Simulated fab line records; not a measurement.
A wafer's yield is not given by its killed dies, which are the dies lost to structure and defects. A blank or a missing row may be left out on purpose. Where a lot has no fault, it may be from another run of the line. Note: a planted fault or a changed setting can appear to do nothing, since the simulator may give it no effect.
Which tool did it? | flow sky130 | 12 lots, 36 wafers sampled, at 1 step of a route of 708

WHAT THE GAUGES SHOWED, per wafer
SKY_CAPM_OVL_MEAS_12.
lot  | measured     | on         | CAPM_OVL (nm)
L076 | day 38 10:28 | overlay-01 | -0.6 -0.8 0.1
L078 | day 38 19:47 | overlay-01 | 0.0 0.0 -0.2
L079 | day 39 00:00 | overlay-01 | -1.7 -1.1 -1.3
L081 | day 40 01:06 | overlay-01 | 0.6 -1.8 2.2
L083 | day 40 03:42 | overlay-02 | -1.5 0.6 -0.8
L085 | day 40 23:26 | overlay-02 | 0.4 0.2 -0.9
L087 | day 41 13:14 | overlay-01 | 2.2 2.3 1.5
L089 | day 41 22:54 | overlay-02 | 1.8 0.3 -0.3
L091 | day 42 14:52 | overlay-01 | 2.1 1.6 0.3
L093 | day 43 05:28 | overlay-01 | -0.1 -1.0 0.4
L095 | day 43 14:23 | overlay-02 | -1.8 -0.9 -0.8
L097 | day 44 01:08 | overlay-02 | 0.7 -0.3 -0.2

WHICH TOOL RAN EACH LOT (tool, then ch and the chambers of the sampled wafers, then the start)
No process step before these readings appears in the record.

THE ANSWER, worked out from the rows above alone
Rule: the usual values come from the lots themselves. The widest of any qualifying gaps counts: lots, ordered by their means at a reading, are off when they make up no more than a third of the lots, leave a main group of 4 or more, and stand apart from it by 3 or more times the standard deviation of that group's means. A main group is skipped when, at the precision printed for the reading in the tables above, its means are all equal. A lot without any number at a reading at which 4 lots or more have one is off too. All remaining lots with rows at the step are treated as sound.
No lot is off on any of the readings shown, so nothing can be concluded from this.

WHAT THE SIMULATOR HAD INSERTED
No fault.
